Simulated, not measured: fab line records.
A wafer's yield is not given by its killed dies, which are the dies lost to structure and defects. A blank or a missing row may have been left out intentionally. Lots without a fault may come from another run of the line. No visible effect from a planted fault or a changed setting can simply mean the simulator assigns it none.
Which of the tools did it? -- flow sky130 -- 9 lots, 27 wafers sampled, at 2 steps of a route of 708

== WHAT EACH GAUGE READ, for each wafer ==
SKY_SONOS_ONO_THK_MEAS_01.
lot,measured,on,SONOS_ONO_OXIDATION_THK (nm)
L252,day 11 19:58,film-metro-02,2.59 2.58 2.55
L262,day 14 16:17,film-metro-01,6.89 6.90 6.93 6.94 6.86 6.91
L263,day 14 23:25,film-metro-01,6.90 6.87 6.89 6.90 6.95 6.91
L266,day 15 23:44,film-metro-03,2.60 2.62 2.59
L267,day 16 04:14,film-metro-03,2.61 2.57 2.60
L270,day 17 18:13,film-metro-03,2.61 2.65 2.61
L271,day 17 18:14,film-metro-02,2.55 2.62 2.59
L273,day 18 06:50,film-metro-02,2.66 2.72 2.62
L274,day 18 17:17,film-metro-03,2.65 2.61 2.56

== EACH LOT AND THE TOOL THAT RAN IT (in order: tool; ch and the chambers of the sampled wafers; start) ==
lot,SKY_VT_ADJUST_LVTN_STRIP_09
L252,"plasma-asher-04 ch 0,1, day 7 06:06"
L262,"plasma-asher-04 ch 0,1, day 9 13:05"
L263,"plasma-asher-02 ch 0,1, day 9 20:26"
L266,"plasma-asher-02 ch 0,1, day 10 16:00"
L267,"plasma-asher-02 ch 0,1, day 10 20:21"
L270,"plasma-asher-04 ch 0,1, day 12 00:16"
L271,"plasma-asher-04 ch 0,1, day 12 01:09"
L273,"plasma-asher-03 ch 0,1, day 12 13:25"
L274,"plasma-asher-02 ch 0,1, day 12 22:34"
- SKY_VT_ADJUST_LVTN_STRIP_09: strips in O2/N2.

== THE ANSWER, worked out from the rows above alone ==
Rule: what is usual is taken from the lots themselves. Put in order of their means at a reading, lots are off if they are a third of the lots or fewer, leave a main group of 4 or more, and stand apart from it by a gap of 3 or more times the standard deviation of the main group's means; of several such gaps the widest counts. The tables above print the reading to a certain number of digits; a main group whose means all agree to those digits is not used. A lot without any number at a reading at which 4 lots or more have one is off too. All remaining lots with rows at the step are treated as sound.
Off: L262, L263, seen at SKY_SONOS_ONO_THK_MEAS_01 (SONOS_ONO_OXIDATION_THK). For the main group the mean is 2.61 nm and the standard deviation 0.028.
A tool fits if, at a process step before that reading, it ran every lot that is off, and no sound lot after the first of them. The gauges at SKY_SONOS_ONO_THK_MEAS_01 are tried like those tools. One fits: film-metro-01 at SKY_SONOS_ONO_THK_MEAS_01. It ran no sound lot before its first lot that is off in this sample, so the start can't be narrowed down.

== WHAT HAD BEEN PUT IN BY THE SIMULATOR ==
Metrology matching offset: film-metro-01, from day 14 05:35 on, at SKY_SONOS_ONO_THK_MEAS_01. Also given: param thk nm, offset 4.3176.
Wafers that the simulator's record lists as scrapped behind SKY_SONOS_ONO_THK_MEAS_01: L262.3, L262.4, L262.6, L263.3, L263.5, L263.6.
Shown lots that were struck: L262, L263. The same result came from the rule above.
